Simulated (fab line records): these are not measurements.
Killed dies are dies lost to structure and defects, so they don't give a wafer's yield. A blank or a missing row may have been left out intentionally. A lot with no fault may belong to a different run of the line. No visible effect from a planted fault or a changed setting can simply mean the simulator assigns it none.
fab line records	flow sky130
record lots=6	wafers=18	last-day=50
route steps=708 shown POLY_CUT@310 SD_P@320 PAD_OPEN@708
lots untouched by any fault: they come from a run of this same line in which no faults occurred
start-h: hours from the record's opening day to when the first of the lot's shown wafers began	wait-h: hours since the lot's step before	" identical to the entry in the row above	L1.1+2: a row that stands for several wafers	- value missing, or start not given	* or withheld: withheld	< > ~ a bound
route shown NAME@n: NAME is a module with steps in the file, n the number in the route of the first one	usual: average and standard deviation across the fault-free wafers	same: alike in all rows	chamber/n: place in a boat	sites: per-site readings	_std_site: standard deviation of those values	_edge_site: the outer-site mean with the inner-site mean subtracted	radius-mm: how far each site lies from the wafer's centre	mask NAME#n: copy n	behind: the last tool/chamber to shape the wafer	hold: cause of the lot's hold/its duration in hours/its outcome	device: the n, p or np transistor that did not switch	end of line: the tests these same wafers got at the end of their route	a step given without rows: its recipe and nothing more	killed: dies lost to structure and defects at the first sort, not the wafer's yield	map: shows each die of a wafer: x if killed, . if not, _ if none is there
set.NAME: the run value of the setting; set.NAME@STEP: its run value at that earlier step	model.NAME: the simulator's own value behind a step, which no gauge read
certain route steps with their lots: each step a table, each wafer a row
services: a tool's chamber out of use, with start hour (start-h, from the record's first day; less than 0 if before it), hours out, and reason
## steps
# step SKY_POLY_CUT_COAT_03
# recipe resist=KrF-thick	spin-rpm=3000	resist-thk-nm=450
# step SKY_POLY_CUT_SOFTBAKE_04
# recipe temp-c=100	time-s=90	resist=KrF-thick
# step SKY_POLY_CUT_EXPOSE_05
# recipe mask-id=NPCM	na=0.8	source-shape=annular	sigma-inner=0.55	sigma-outer=0.85	target-cd-nm=270	dose-mj=32
# step SKY_POLY_CUT_PEB_06
# recipe peb-temp-c=withheld	peb-time-s=withheld	resist=KrF-thick
# step SKY_POLY_CUT_DEVELOP_07
# recipe develop-time-s=60	resist=KrF-thick	dev-temp-c=21
# step SKY_POLY_CUT_CD_MEAS_08
# recipe target-cd-nm=270
# usual cd-nm=270.6/1.5
lot.wafer	tool	chamber	start-h	wait-h	cd-nm
L813.1	cd-sem-02	-	586.81	-	270.4
L813.4	"	-	"	"	271.0
L813.6	"	-	"	"	268.8
L816.1	cd-sem-01	-	612.11	-	271.6
L816.2	"	-	"	"	269.3
L816.6	"	-	"	"	269.4
L828.3	cd-sem-02	-	697.99	-	271.6
L828.5	"	-	"	"	271.3
L828.6	"	-	"	"	271.7
L830.1	cd-sem-01	-	717.31	-	269.4
L830.5	"	-	"	"	270.6
L830.6	"	-	"	"	269.6
L833.1	cd-sem-02	-	742.35	-	269.7
L833.2	"	-	"	"	270.4
L833.3	"	-	"	"	271.1
L834.2	cd-sem-01	-	749.33	-	267.1
L834.5	"	-	"	"	268.2
L834.6	"	-	"	"	268.5
# step SKY_POLY_CUT_OVL_MEAS_09
# usual POLY_CUT_OVL=0/5.5
lot.wafer	tool	chamber	start-h	wait-h	POLY_CUT_OVL[nm]
L813.1	overlay-01	-	586.93	0.1	-1
L813.4	"	-	"	"	-1
L813.6	"	-	"	"	-1
L816.1	overlay-01	-	612.23	0.1	5
L816.2	"	-	"	"	-2
L816.6	"	-	"	"	0
L828.3	overlay-02	-	698.08	0.1	9
L828.5	"	-	"	"	2
L828.6	"	-	"	"	3
L830.1	overlay-01	-	717.43	0.1	1
L830.5	"	-	"	"	-4
L830.6	"	-	"	"	4
L833.1	overlay-01	-	742.47	0.1	0
L833.2	"	-	"	"	5
L833.3	"	-	"	"	-1
L834.2	overlay-02	-	749.44	0.1	-6
L834.5	"	-	"	"	4
L834.6	"	-	"	"	-6
# step SKY_POLY_CUT_ETCH_10
# recipe chemistry=N2/H2	target=BARC	ion-energy-ev=200	source-w=500	bias-w=100	pressure-mtorr=30	n2-flow-sccm=100	h2-flow-sccm=200	stop-on=SiO2	time-s=45.9	target-depth-a=600
# usual drypump-motor-current-A=5.4/0.33	oes-product-au=0.855/0.0049	throttle-valve-pct=13.223/0.0088
lot.wafer	tool	chamber	start-h	wait-h	drypump-motor-current-A	oes-product-au	rf-hours-counter-h	throttle-valve-pct
L813.1	rie-diel-02	3	586.97	0.0	6.1	0.854	5	13.225
L813.4	"	0	"	"	5.2	0.848	47	13.218
L813.6	"	3	"	"	6.1	0.859	-	13.235
L816.1	rie-diel-03	1	612.27	0.0	5.7	0.854	12	13.229
L816.2	"	2	"	"	5.3	0.851	1	13.225
L816.6	"	1	"	"	5.7	0.851	-	13.220
L828.3	rie-diel-03	2	698.11	0.0	5.3	0.865	3	13.220
L828.5	"	1	"	"	5.7	0.858	-	13.221
L828.6	"	2	"	"	5.3	0.855	-	13.213
L830.1	rie-diel-02	2	717.47	0.0	5.0	0.854	16	13.210
L830.5	"	3	"	"	6.1	0.851	-	13.222
L830.6	"	0	"	"	5.2	0.848	-	13.234
L833.1	rie-diel-02	2	742.50	0.0	5.0	0.854	16	13.225
L833.2	"	3	"	"	6.1	0.860	9	13.239
L833.3	"	1	"	"	5.4	0.857	4	13.232
L834.2	rie-diel-04	1	749.47	0.0	5.0	0.850	9	13.228
L834.5	"	1	"	"	5.0	0.847	-	13.224
L834.6	"	2	"	"	5.4	0.850	-	13.228
# step SKY_POLY_CUT_ETCH_11
# recipe target=Si3N4	chemistry=CF4/CH2F2/Ar	stop-on=poly-Si	source-w=600	bias-w=150	pressure-mtorr=40	cf4-flow-sccm=40	ch2f2-flow-sccm=20	Ar_flow_sccm=150	time-s=42.5	target-depth-a=600
# usual drypump-motor-current-A=5.4/0.33	oes-product-au=0.832/0.0061	throttle-valve-pct=14.992/0.0095
lot.wafer	tool	chamber	start-h	wait-h	drypump-motor-current-A	oes-product-au	rf-hours-counter-h	throttle-valve-pct
L813.1	rie-diel-02	3	587.01	0.0	6.1	0.833	5	15.009
L813.4	"	0	"	"	5.2	0.828	47	14.995
L813.6	"	3	"	"	6.1	0.834	-	14.979
L816.1	rie-diel-03	1	612.31	0.0	5.7	0.839	12	14.999
L816.2	"	2	"	"	5.3	0.837	1	14.977
L816.6	"	1	"	"	5.7	0.845	-	14.989
L828.3	rie-diel-03	2	698.15	0.0	5.3	0.831	3	14.988
L828.5	"	1	"	"	5.7	0.830	-	15.004
L828.6	"	2	"	"	5.3	0.838	-	14.983
L830.1	rie-diel-02	2	717.51	0.0	5.0	0.834	16	14.975
L830.5	"	3	"	"	6.0	0.842	-	14.996
L830.6	"	0	"	"	5.2	0.832	-	14.990
L833.1	rie-diel-02	2	742.55	0.0	5.0	0.828	16	14.986
L833.2	"	3	"	"	6.1	0.813	9	14.985
L833.3	"	1	"	"	5.4	0.820	4	14.991
L834.2	rie-diel-04	1	749.51	0.0	5.0	0.836	9	15.003
L834.5	"	1	"	"	5.0	0.825	-	14.996
L834.6	"	2	"	"	5.4	0.826	-	14.993
# step SKY_POLY_CUT_STRIP_12
# recipe chemistry=O2/N2	power-w=1400	pressure-mtorr=1500	platen-temp-c=withheld	o2-flow-sccm=3000	n2-flow-sccm=300	overash-fraction=0.5
# usual drypump-motor-current-A=5.8/0.37	oes-product-au=0.453/0.0046	strip-time-to-endpoint-s=5.360/0.018
lot.wafer	tool	chamber	start-h	wait-h	drypump-motor-current-A	oes-product-au	rf-hours-counter-h	strip-time-to-endpoint-s
L813.1	plasma-asher-02	1	587.05	0.0	5.2	0.455	17	5.376
L813.4	"	1	"	"	5.2	0.456	-	5.380
L813.6	"	1	"	"	5.2	0.450	-	5.375
L816.1	plasma-asher-04	1	612.35	0.0	5.6	0.455	90	5.366
L816.2	"	0	"	"	5.3	0.453	90	5.389
L816.6	"	0	"	"	5.3	0.454	-	5.373
L828.3	plasma-asher-02	0	698.22	0.1	6.3	0.453	-	5.344
L828.5	"	1	"	"	5.2	0.449	-	5.327
L828.6	"	0	"	"	6.4	0.449	-	5.311
L830.1	plasma-asher-03	0	717.55	0.0	5.9	0.459	86	5.338
L830.5	"	0	"	"	5.9	0.454	-	5.328
L830.6	"	1	"	"	5.7	0.445	-	5.334
L833.1	plasma-asher-03	1	742.59	0.0	5.7	0.461	88	5.358
L833.2	"	0	"	"	5.9	0.449	88	5.373
L833.3	"	1	"	"	5.7	0.450	-	5.364
L834.2	plasma-asher-02	1	749.55	0.0	5.2	0.458	33	5.353
L834.5	"	0	"	"	6.3	0.447	-	5.376
L834.6	"	1	"	"	5.2	0.450	-	5.362
# step SKY_SD_P_DEHYDRATE_00
# recipe temp-c=200	time-s=60
# step SKY_SD_P_HMDS_01
# recipe prime-time-s=60	prime-temp-c=120
# step SKY_SD_P_COAT_02
# recipe resist=NOVOLAK	spin-rpm=3000	resist-thk-nm=1140
lot.wafer	tool	chamber	start-h	wait-h	model.NOVOLAK_of_SD_P_COAT_02.thk-nm
L813.1	litho-track-04	0	601.86	0.1	1141
L813.4	"	0	"	"	1144
L813.6	"	0	"	"	1147
L816.1	litho-track-02	0	626.23	0.1	1142
L816.2	"	0	"	"	1137
L816.6	"	0	"	"	1138
L828.3	litho-track-04	0	712.06	0.1	1206
L828.5	"	0	"	"	1142
L828.6	"	0	"	"	1205
L830.1	litho-track-04	0	731.76	0.1	1143
L830.5	"	0	"	"	1136
L830.6	"	0	"	"	1205
L833.1	litho-track-01	0	756.25	0.1	1137
L833.2	"	0	"	"	1139
L833.3	"	0	"	"	1140
L834.2	litho-track-01	0	762.98	0.1	1140
L834.5+6	"	0	"	"	1142
# step SKY_SD_P_SOFTBAKE_03
# recipe temp-c=90	time-s=60	resist=NOVOLAK
# step SKY_SD_P_EXPOSE_04
# recipe mask-id=PSDM	na=0.6	source-shape=conventional	sigma-outer=0.6	polarization=unpolarized	target-cd-nm=380	dose-mj=138
# step SKY_SD_P_PEB_05
# recipe temp-c=withheld	time-s=*	resist=NOVOLAK
# step SKY_SD_P_DEVELOP_06
# recipe resist=NOVOLAK	developer=TMAH	develop-time-s=60	dev-temp-c=23
lot.wafer	tool	chamber	start-h	wait-h	model.NOVOLAK_of_SD_P_COAT_02.thk-nm
L813.1	litho-track-04	0	616.56	0.1	1141
L813.4	"	0	"	"	1144
L813.6	"	0	"	"	1146
L816.1	litho-track-04	0	640.36	0.1	1142
L816.2	"	0	"	"	1137
L816.6	"	0	"	"	1138
L828.3	litho-track-02	0	726.08	0.1	1205
L828.5	"	0	"	"	1142
L828.6	"	0	"	"	1204
L830.1	litho-track-04	0	745.26	0.1	1143
L830.5	"	0	"	"	1136
L830.6	"	0	"	"	1204
L833.1	litho-track-04	0	769.31	0.1	1137
L833.2	"	0	"	"	1138
L833.3	"	0	"	"	1139
L834.2	litho-track-04	0	775.64	0.1	1140
L834.5+6	"	0	"	"	1142
# step SKY_SD_P_CD_MEAS_07
# recipe target-cd-nm=380
# usual cd-nm=379.8/2.8
lot.wafer	tool	chamber	start-h	wait-h	cd-nm
L813.1	cd-sem-01	-	616.71	0.1	382.3
L813.4	"	-	"	"	381.6
L813.6	"	-	"	"	383.7
L816.1	cd-sem-01	-	640.51	0.1	380.4
L816.2	"	-	"	"	380.6
L816.6	"	-	"	"	381.9
L828.3	cd-sem-01	-	726.22	0.1	374.8
L828.5	"	-	"	"	381.1
L828.6	"	-	"	"	375.0
L830.1	cd-sem-02	-	745.41	0.1	379.8
L830.5	"	-	"	"	383.1
L830.6	"	-	"	"	374.9
L833.1	cd-sem-01	-	769.46	0.1	376.2
L833.2	"	-	"	"	375.9
L833.3	"	-	"	"	376.7
L834.2	cd-sem-02	-	775.78	0.1	377.3
L834.5	"	-	"	"	374.3
L834.6	"	-	"	"	374.2
# step SKY_SD_P_OVL_MEAS_08
# usual SD_P_OVL=-0.9/1.5
lot.wafer	tool	chamber	start-h	wait-h	SD_P_OVL[nm]
L813.1	overlay-02	-	616.83	0.1	-3.0
L813.4	"	-	"	"	-4.7
L813.6	"	-	"	"	-5.5
L816.1	overlay-01	-	640.63	0.1	-2.5
L816.2	"	-	"	"	-1.7
L816.6	"	-	"	"	-1.3
L828.3	overlay-01	-	726.31	0.1	0.3
L828.5	"	-	"	"	0.3
L828.6	"	-	"	"	-0.1
L830.1	overlay-01	-	745.53	0.1	1.7
L830.5	"	-	"	"	0.1
L830.6	"	-	"	"	1.9
L833.1	overlay-02	-	769.58	0.1	0.5
L833.2	"	-	"	"	-0.6
L833.3	"	-	"	"	2.0
L834.2	overlay-02	-	775.89	0.1	-2.5
L834.5	"	-	"	"	-0.4
L834.6	"	-	"	"	-0.8
# step SKY_SD_P_IMPLANT_09
# recipe species=BF2	energy-kev=20	dose-cm2=3e+15	tilt-deg=0
# step SKY_SD_P_STRIP_10
# recipe chemistry=O2/N2	power-w=1400	pressure-mtorr=1500	platen-temp-c=withheld	o2-flow-sccm=3000	n2-flow-sccm=300	overash-fraction=0.5
# usual drypump-motor-current-A=5.68/0.19	oes-product-au=0.618/0.0047	strip-time-to-endpoint-s=17.50/0.044
lot.wafer	tool	chamber	start-h	wait-h	drypump-motor-current-A	oes-product-au	rf-hours-counter-h	strip-time-to-endpoint-s
L813.1	plasma-asher-01	0	617.02	0.1	5.76	0.621	50	17.51
L813.4	"	0	"	"	5.78	0.618	-	17.55
L813.6	"	1	"	"	5.72	0.618	-	17.57
L816.1	plasma-asher-04	1	640.82	0.1	5.65	0.617	93	17.52
L816.2	"	0	"	"	5.32	0.618	93	17.46
L816.6	"	0	"	"	5.33	0.625	-	17.46
L828.3	plasma-asher-03	1	726.52	0.1	5.67	0.619	-	18.22
L828.5	"	0	"	"	5.94	0.617	-	17.51
L828.6	"	1	"	"	5.68	0.627	-	18.21
L830.1	plasma-asher-01	1	745.72	0.1	5.73	0.619	63	17.52
L830.5	"	0	"	"	5.78	0.609	-	17.46
L830.6	"	1	"	"	5.73	0.626	-	18.20
L833.1	plasma-asher-01	1	769.77	0.1	5.72	0.623	66	17.46
L833.2	"	0	"	"	5.77	0.618	66	17.48
L833.3	"	0	"	"	5.76	0.620	-	17.51
L834.2	plasma-asher-04	1	776.07	0.1	5.63	0.615	3	17.49
L834.5	"	0	"	"	5.34	0.617	-	17.51
L834.6	"	1	"	"	5.61	0.614	-	17.49
# step SKY_SD_P_TW_MEAS_11
# usual SD_P_TW=2825/23
lot.wafer	tool	chamber	start-h	wait-h	SD_P_TW
L813.1	film-metro-03	-	617.12	0.1	2815
L813.4	"	-	"	"	2809
L813.6	"	-	"	"	2819
L816.1	film-metro-02	-	640.92	0.1	2795
L816.2	"	-	"	"	2812
L816.6	"	-	"	"	2788
L828.3	film-metro-03	-	726.60	0.1	2839
L828.5	"	-	"	"	2833
L828.6	"	-	"	"	2838
L830.1	film-metro-01	-	745.82	0.1	2838
L830.5	"	-	"	"	2841
L830.6	"	-	"	"	2852
L833.1	film-metro-03	-	769.87	0.1	2838
L833.2	"	-	"	"	2827
L833.3	"	-	"	"	2820
L834.2	film-metro-01	-	776.18	0.1	2826
L834.5	"	-	"	"	2839
L834.6	"	-	"	"	2842
# step SKY_PAD_OPEN_PROBE_99
# usual killed_at_M0_to_M3=43/7.1	killed_at_M4_up=3.3/2	killed-at-contacts=24/5.1	killed-at-front-end=15/4.6	killed-at-other=0.3/0.6	killed-dies=86/9.6	killed-open=46/7.3	killed-short=39/6.7
# same gross-dies=492	killed-at-back-side=0
lot.wafer	tool	chamber	start-h	wait-h	killed_at_M0_to_M3	killed_at_M4_up	killed-at-contacts	killed-at-front-end	killed-at-other	killed-dies	killed-open	killed-short
L813.1	prober-02	-	1097.36	0.1	43	6	25	23	2	99	53	45
L813.4	prober-02	-	1097.51	0.2	52	4	33	10	1	100	55	45
L813.6	prober-02	-	1097.61	0.2	37	4	26	10	1	78	47	31
L816.1	prober-02	-	1115.05	0.1	56	4	24	18	0	102	53	49
L816.2	prober-02	-	1115.10	0.1	38	3	20	26	0	87	52	35
L816.6	prober-02	-	1115.30	0.2	50	2	23	16	1	92	49	43
L828.3	prober-02	-	1174.48	0.2	42	1	16	18	1	78	45	31
L828.5	prober-02	-	1174.58	0.2	39	9	17	19	0	84	43	41
L828.6	prober-02	-	1174.63	0.2	46	1	32	10	0	89	54	35
L830.1	prober-02	-	1182.88	0.1	52	3	26	11	0	92	39	52
L830.5	prober-02	-	1183.08	0.2	31	3	26	13	1	74	37	36
L830.6	prober-02	-	1183.13	0.2	54	0	18	16	1	89	40	47
L833.1	prober-01	-	1197.63	0.1	42	3	28	15	1	89	45	44
L833.2	prober-01	-	1197.68	0.1	32	1	20	13	0	66	39	27
L833.3	prober-01	-	1197.73	0.2	44	3	32	26	0	105	53	52
L834.2	prober-02	-	1202.70	0.1	47	3	24	16	1	91	49	41
L834.5	prober-02	-	1202.85	0.2	48	7	18	11	0	84	49	35
L834.6	prober-02	-	1202.90	0.2	42	5	25	15	0	87	45	42
# killed by level:class
L813.1 CONTACT:geometric-particle:open=14 VIA1:geometric-particle:open=6 VIA2:geometric-particle:short=6 VIA3:geometric-particle:open=6 FIELD_ISO:geometric-particle:short=5 METAL1:geometric-particle:short=5 LI_CONTACT:geometric-particle:open=5 POLY_GATE:geometric-particle:open=4
L813.4 CONTACT:geometric-particle:open=13 VIA1:geometric-particle:open=12 VIA3:geometric-particle:open=9 VIA2:geometric-particle:open=7 LI_CONTACT:geometric-particle:open=6 VIA2:geometric-particle:short=6 VIA3:geometric-particle:short=6 CONTACT:geometric-particle:short=5
L813.6 VIA1:geometric-particle:open=12 CONTACT:geometric-particle:open=11 VIA2:geometric-particle:open=6 VIA3:geometric-particle:open=6 LI_CONTACT:geometric-particle:open=5 LOCAL_INTERCONNECT:geometric-particle:short=5 METAL1:geometric-particle:short=5 CONTACT:geometric-particle:short=4
L816.1 VIA1:geometric-particle:open=12 VIA1:geometric-particle:short=9 VIA2:geometric-particle:open=8 LI_CONTACT:geometric-particle:open=7 METAL2:geometric-particle:short=7 POLY_GATE:geometric-particle:open=5 POLY_GATE:geometric-particle:short=5 CONTACT:geometric-particle:open=5
L816.2 CONTACT:geometric-particle:open=10 VIA3:geometric-particle:open=8 VIA2:geometric-particle:open=7 FIELD_ISO:geometric-particle:short=6 VIA1:geometric-particle:open=6 VIA2:geometric-particle:short=6 FIELD_ISO:geometric-particle:open=5 POLY_GATE:geometric-particle:short=5
L816.6 VIA1:geometric-particle:open=11 METAL2:geometric-particle:short=9 VIA3:geometric-particle:open=9 CONTACT:geometric-particle:open=7 LOCAL_INTERCONNECT:geometric-particle:short=5 FIELD_ISO:geometric-particle:open=4 POLY_GATE:geometric-particle:open=4 LI_CONTACT:geometric-particle:short=4
L828.3 VIA1:geometric-particle:open=7 VIA2:geometric-particle:open=7 FIELD_ISO:geometric-particle:open=6 METAL1:geometric-particle:short=6 VIA3:geometric-particle:open=6 CONTACT:geometric-particle:open=5 METAL2:geometric-particle:short=5 LI_CONTACT:geometric-particle:short=4
L828.5 VIA1:geometric-particle:open=8 METAL4:geometric-particle:short=6 CONTACT:geometric-particle:open=6 VIA3:geometric-particle:open=6 VIA2:geometric-particle:open=5 METAL2:geometric-particle:short=4 SPACER:geometric-particle:open=4 SPACER:geometric-particle:short=4
L828.6 CONTACT:geometric-particle:open=13 VIA1:geometric-particle:open=9 VIA2:geometric-particle:open=8 LI_CONTACT:geometric-particle:open=7 VIA3:geometric-particle:open=6 METAL1:geometric-particle:short=5 VIA1:geometric-particle:short=5 CONTACT:geometric-particle:short=4
L830.1 VIA1:geometric-particle:short=14 METAL1:geometric-particle:short=10 CONTACT:geometric-particle:open=10 VIA1:geometric-particle:open=8 LOCAL_INTERCONNECT:geometric-particle:short=7 POLY_GATE:geometric-particle:short=6 VIA3:geometric-particle:open=5 METAL2:geometric-particle:short=5
L830.5 LI_CONTACT:geometric-particle:open=8 VIA1:geometric-particle:open=8 CONTACT:geometric-particle:open=7 METAL1:geometric-particle:short=7 LI_CONTACT:geometric-particle:short=4 CONTACT:geometric-particle:short=4 VIA2:geometric-particle:short=4 SPACER:geometric-particle:open=3
L830.6 METAL1:geometric-particle:short=13 VIA1:geometric-particle:open=9 CONTACT:geometric-particle:open=6 VIA1:geometric-particle:short=6 VIA3:geometric-particle:open=6 LI_CONTACT:geometric-particle:open=5 FIELD_ISO:geometric-particle:short=4 VIA2:geometric-particle:open=4
L833.1 CONTACT:geometric-particle:open=12 VIA1:geometric-particle:open=7 VIA3:geometric-particle:open=7 VIA1:geometric-particle:short=6 LI_CONTACT:geometric-particle:open=6 METAL2:geometric-particle:short=6 FIELD_ISO:geometric-particle:short=4 VIA3:geometric-particle:short=4
L833.2 CONTACT:geometric-particle:open=9 LI_CONTACT:geometric-particle:open=6 VIA2:geometric-particle:open=6 VIA1:geometric-particle:open=5 FIELD_ISO:geometric-particle:open=4 METAL1:geometric-particle:short=4 METAL2:geometric-particle:short=4 FIELD_ISO:geometric-particle:short=3
L833.3 CONTACT:geometric-particle:open=13 VIA1:geometric-particle:open=9 POLY_GATE:geometric-particle:short=8 LI_CONTACT:geometric-particle:open=8 POLY_GATE:geometric-particle:open=6 VIA2:geometric-particle:open=6 FIELD_ISO:geometric-particle:short=5 METAL1:geometric-particle:short=5
L834.2 VIA3:geometric-particle:open=12 CONTACT:geometric-particle:open=8 VIA1:geometric-particle:open=7 POLY_GATE:geometric-particle:short=6 METAL1:geometric-particle:short=6 VIA3:geometric-particle:short=6 CONTACT:geometric-particle:short=5 LOCAL_INTERCONNECT:geometric-particle:open=4
L834.5 VIA1:geometric-particle:open=14 VIA3:geometric-particle:open=12 VIA3:geometric-particle:short=7 CONTACT:geometric-particle:open=6 FIELD_ISO:geometric-particle:short=5 VIA2:geometric-particle:open=5 METAL4:geometric-particle:short=5 LI_CONTACT:geometric-particle:open=4
L834.6 LI_CONTACT:geometric-particle:open=11 METAL1:geometric-particle:short=8 VIA1:geometric-particle:open=7 CONTACT:geometric-particle:open=6 METAL2:geometric-particle:short=6 VIA2:geometric-particle:open=5 CONTACT:geometric-particle:short=5 VIA3:geometric-particle:open=5
## services
tool	chamber	start-h	hours	kind
rie-diel-02	1	563.19	-	clean
rie-diel-02	1	563.19	15.2	scheduled-down
rie-diel-02	1	563.19	15.2	vent-cycle
rie-diel-02	3	571.26	8.3	repair
rie-diel-04	1	579.41	11.3	repair
rie-diel-03	-	579.53	2.8	pm
rie-diel-04	0	589.00	3.1	repair
rie-diel-04	2	589.19	2.9	repair
rie-diel-03	3	604.42	9.9	repair
rie-diel-02	3	620.83	1.9	repair
rie-diel-02	0	622.27	4.4	repair
rie-diel-03	-	629.50	0.9	repair
rie-diel-03	3	630.72	2.5	repair
plasma-asher-02	-	675.09	2.7	repair
rie-diel-03	3	686.90	14.3	repair
rie-diel-04	1	693.23	6.8	repair
plasma-asher-03	-	693.33	2.8	pm
plasma-asher-04	-	733.75	9.0	pm
plasma-asher-04	0	733.75	9.0	vent-cycle
rie-diel-02	0	737.50	-	clean
rie-diel-02	0	737.50	26.6	scheduled-down
rie-diel-02	0	737.50	26.6	vent-cycle
rie-diel-04	-	755.61	4.3	pm
rie-diel-02	3	767.68	2.5	repair
## key
first-sign step=SKY_SD_P_STRIP_10	reading=strip-time-to-endpoint-s	direction=up	sigmas=16	usual=*	struck=*
effect none on later readings
model-effect step=SKY_SD_P_COAT_02	value=NOVOLAK_of_SD_P_COAT_02.thk-nm	without=1141	struck=1205
model-effect step=SKY_SD_P_DEVELOP_06	value=NOVOLAK_of_SD_P_COAT_02.thk-nm	without=1140	struck=1205
met-at SKY_SD_P_COAT_02
struck-wafers L828.3,L828.6,L830.6
tester-left-out L828,L830
onset-between 601.86 712.06
fault kind=process-parameter-drift	tool=litho-track-04	chamber=-	onset-h=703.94	steps=SKY_SD_P_COAT_02	channel=resist-thk-nm	offset=64.248	shape=step	end-h=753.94	scope=struck-wafers-only	acts-in=these-recipes-only	stated=1140
# tester-left-out: of these lots the tester's yield and bins aren't shown, on N5 and GAA mostly nor the transistor test; their killed dies are dies lost to structure and defects alone, not to doping, threshold or leakage, so they don't give the yield
